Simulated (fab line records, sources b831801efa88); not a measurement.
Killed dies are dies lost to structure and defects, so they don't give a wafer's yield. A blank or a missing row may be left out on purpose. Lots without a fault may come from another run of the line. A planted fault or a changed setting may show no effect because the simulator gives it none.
A struck lot beside a sound one | flow sky130 | 36 steps out of a route of 708
Sound: wafers L602.1, L602.4, L602.5. Struck: wafers L614.4, L614.5, L614.6. The cause comes at the end.
At each step with rows: each side's tool, then ch and its chambers, then its first start. Under that, the readings that differ: sound wafers | struck wafers | difference of the means | sigmas: that difference in standard deviations of wafers without a fault.
alike: readings whose means differ by less than 2 such deviations, and words and numbers that are the same on both sides. not compared: withheld readings, readings that some wafer has no value for, bounds like >300 that may hide the same value, and numbers for which the record gives no deviation and whose values overlap.
The two part at a step that has a row with sigmas, a row that says differs or no value, or rows on one side only. Numbers that don't overlap but have no deviation are shown without sigmas and don't part them. A reading that every wafer of one side lacks parts them only if that side has two wafers or more.

first, 10 steps without rows for these wafers: SKY_POLY_CUT_ETCH_10 (etches BARC in N2/H2, stops on SiO2, time 45.9 s, target depth 60 nm); SKY_POLY_CUT_ETCH_11 (etches Si3N4 in CF4/CH2F2/Ar, stops on poly-Si, time 42.5 s, target depth 60 nm); SKY_POLY_CUT_STRIP_12 (strips in O2/N2); SKY_SD_P_DEHYDRATE_00 (time 60 s); SKY_SD_P_HMDS_01 (prime time 60 s); SKY_SD_P_COAT_02 (resist thk 1140 nm); SKY_SD_P_SOFTBAKE_03 (time 60 s); SKY_SD_P_EXPOSE_04 (exposes mask PSDM, target cd 380 nm); SKY_SD_P_PEB_05; SKY_SD_P_DEVELOP_06 (develop time 60 s).
SKY_SD_P_IMPLANT_09:
  sound on implanter-03 ch 0, day 26 22:05; struck on implanter-03 ch 0, day 30 17:04
SKY_SD_P_STRIP_10: strips in O2/N2.
  sound on plasma_asher-02 ch 0,1, day 26 22:14; struck on plasma_asher-03 ch 0,1, day 30 17:11
  reading                      | sound             | struck            | difference | sigmas
  drypump_motor_current_A (A)  | 5.69 5.96 5.96    | 5.30 5.31 5.26    | -0.58      | -2
  oes_product_au (a.u.)        | 0.622 0.618 0.615 | 0.592 0.584 0.589 | -0.030     | -7
  strip_time_to_endpoint_s (s) | 17.47 17.44 17.46 | 18.99 18.97 19.00 | +1.53      | +37
  not compared: rf_hours_counter_h
SKY_SD_P_TW_MEAS_11:
  sound on film_metro-04, day 26 22:20; struck on film_metro-02, day 30 17:20
  reading | sound          | struck         | difference | sigmas
  SD_P_TW | 2857 2851 2848 | 3090 3090 3073 | +232       | +10
then, 21 steps without rows for these wafers: SKY_RES_XHIGH_DEHYDRATE_00 (time 60 s); SKY_RES_XHIGH_HMDS_01 (prime time 60 s); SKY_RES_XHIGH_COAT_02 (resist thk 1140 nm); SKY_RES_XHIGH_SOFTBAKE_03 (time 60 s); SKY_RES_XHIGH_EXPOSE_04 (exposes mask URPM, target cd 1270 nm); SKY_RES_XHIGH_PEB_05; SKY_RES_XHIGH_DEVELOP_06 (develop time 60 s); SKY_RES_XHIGH_IMPLANT_07; SKY_RES_XHIGH_STRIP_08 (strips in O2/N2); SKY_SD_N_DEHYDRATE_00 (time 60 s); SKY_SD_N_HMDS_01 (prime time 60 s); SKY_SD_N_COAT_02 (resist thk 1140 nm); SKY_SD_N_SOFTBAKE_03 (time 60 s); SKY_SD_N_EXPOSE_04 (exposes mask NSDM, target cd 380 nm); SKY_SD_N_PEB_05; SKY_SD_N_DEVELOP_06 (develop time 60 s); SKY_SD_N_IMPLANT_09; SKY_SD_N_IMPLANT_10; SKY_SD_N_STRIP_11 (strips in O2/N2); SKY_SD_N_CLEAN_13 (cleans in SC1/SC2, time 150 s); SKY_SD_N_RTA_14 (time 2 s).
-- the record jumps here: 2 days lie between the struck wafers' starts before and after --
SKY_SD_N_RS_MEAS_17: measures by four-point-probe.
  sound on film_metro-04, day 29 08:06; struck on film_metro-04, day 33 01:46
  reading          | sound             | struck            | difference | sigmas
  SD_P_RS (ohm/sq) | 147.3 147.6 147.8 | 138.0 137.7 138.0 | -9.7       | -24
-- the record jumps here: 17 days lie between the struck wafers' starts before and after (it left off in module SD_N and takes up again in module PAD_OPEN, whose first step shown is number 708 of the route) --
SKY_PAD_OPEN_PROBE_99:
  sound on prober-02, day 47 08:14; struck on prober-01, day 50 00:49
  reading                                | sound             | struck            | difference | sigmas
  model.etest.res_pdiff.line_ohm_um      | 1364 1359 1376    | 1134 1150 1160    | -218       |
  model.etest.res_high_po.line_ohm_um    | 763.1 750.9 762.3 | 505.3 492.2 493.6 | -261.7     |
  model.etest.licon_high_po.rc_ohm       | 360.3 370.9 348.9 | 195.7 187.2 196.7 | -166.8     |
  model.etest.pfet_g5v0d10v5.r_on_ohm_um | 4811 4745 4818    | 4643 4688 4706    | -112       |
  model.etest.licon_pdiff.rc_ohm         | 590.9 585.5 595.8 | 466.9 473.5 470.2 | -120.5     |
  model.etest.res_high_po.rs_ohm_sq      | 270.5 266.8 268.3 | 177.6 174.6 177.7 | -91.9      |
  model.etest.res_pdiff_hv.rs_ohm_sq     | 190.8 191.8 192.4 | 159.9 160.8 159.8 | -31.5      |
  alike: killed_at_M0_to_M3, killed_at_M4_up, killed_at_contacts, killed_at_front_end, killed_at_other, killed_dies, killed_open, killed_short
  not compared: model.etest.pfet_01v8.r_on_ohm_um

WHERE THEY PART
First at SKY_SD_P_STRIP_10; last, within this record, at SKY_SD_N_RS_MEAS_17. Later steps at which nothing parts them and some readings are alike: SKY_PAD_OPEN_PROBE_99.

WHY: what the simulator had put in
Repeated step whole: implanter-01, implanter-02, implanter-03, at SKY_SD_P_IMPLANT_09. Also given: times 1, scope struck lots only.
